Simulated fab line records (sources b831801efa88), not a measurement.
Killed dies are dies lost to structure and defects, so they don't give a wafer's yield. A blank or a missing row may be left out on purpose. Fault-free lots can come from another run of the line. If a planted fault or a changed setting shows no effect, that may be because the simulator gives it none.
2 desks, one fault | flow gf180mcu | only its own numbers are on each desk; what lay behind them is given at the end

== FOR THE TOOL OWNER'S DESK: ilineStepper-02 ==
The tool's own readings at GF_NSD_EXPOSE_04 (exposes mask Nplus, target cd 400 nm): means of the sampled wafers that have a number, for each lot that ran on this tool. If a lot's mean is further than 4 standard deviations from the usual mean, the lot is out of limits and carries the mark OUT (the distance appears in the brackets).
Columns: A = exposureDoseMJCm2 at GF_NSD_EXPOSE_04, usual 139.95
lot  | first seen here | A
L906 | day 14 05:58    | 139.76
L908 | day 15 11:53    | 139.82
L911 | day 15 16:30    | 140.03
L914 | day 16 19:04    | 140.03
L917 | day 17 23:25    | 139.93
L918 | day 18 05:02    | 139.93
L919 | day 18 15:56    | 132.50 (-50) OUT
L920 | day 18 23:01    | 132.31 (-51) OUT
L923 | day 20 05:16    | 134.94 (-33) OUT
Finding of this desk: L919, L920, L923 out of limits; the first was L919 at day 18 15:56, on exposureDoseMJCm2 at GF_NSD_EXPOSE_04. L906, L908, L911, L914, L917, L918: within limits.

== AT THE METROLOGY DESK ==
What the gauges read, lot by lot, whatever tool the lot ran on: means of the sampled wafers that have a number. If a lot's mean is further than 4 standard deviations from the usual mean, the lot is out of limits and carries the mark OUT (the distance appears in the brackets).
Columns: A = cdNm at GF_NSD_CD_MEAS_07, usual 399.7 nm; B = M1_OVL at GF_M1_OVL_MEAS_15, usual 2 nm; C = V2_BOW at GF_V2_BOW_MEAS_05, usual 96 um
lot  | first seen here | A                | B  | C
L906 | day 14 16:14    | 397.3            | -2 | 103
L907 | day 15 00:29    | 401.0            | 7  | 105
L908 | day 15 22:16    | 399.6            | -4 | 109
L910 | day 16 02:28    | 403.3            | 3  | 95
L911 | day 16 03:02    | 401.6            | 3  | 106
L913 | day 17 01:34    | 398.2            | -1 | 94
L914 | day 17 05:23    | 396.2            | 0  | 95
L917 | day 18 11:20    | 398.8            | 7  | 91
L918 | day 18 17:26    | 400.8            | -1 | 103
L919 | day 19 04:10    | 381.3 (-8.0) OUT | 3  | 100
L920 | day 19 11:01    | 384.9 (-6.4) OUT | 3  | 96
L922 | day 20 08:31    | 398.6            | -2 | 100
L923 | day 20 16:43    | 388.4 (-4.9) OUT | 7  | 100
Finding of this desk: L919, L920, L923 out of limits; the first was L919 at day 19 04:10, on cdNm at GF_NSD_CD_MEAS_07. L906, L907, L908, L910, L911, L913, L914, L917, L918, L922: within limits.

== TAKEN TOGETHER ==
The tool owner's desk had the chance to raise an alarm at day 18 15:56 on L919, L920, L923.
On L919, L920, L923, the metrology desk was in a position to raise an alarm at day 19 04:10.
GF_NSD_EXPOSE_04 was run on ilineStepper-02 by each of the lots named.

== WHAT HAD BEEN PUT IN BY THE SIMULATOR ==
Drift in process parameters on ilineStepper-02 at GF_NSD_EXPOSE_04, starting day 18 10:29. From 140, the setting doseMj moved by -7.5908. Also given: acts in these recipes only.
Lots struck among those shown: L919, L920, L923.
Fault start to first reading out of limits, in hours, per desk: tool owner, 5; metrology, 18.
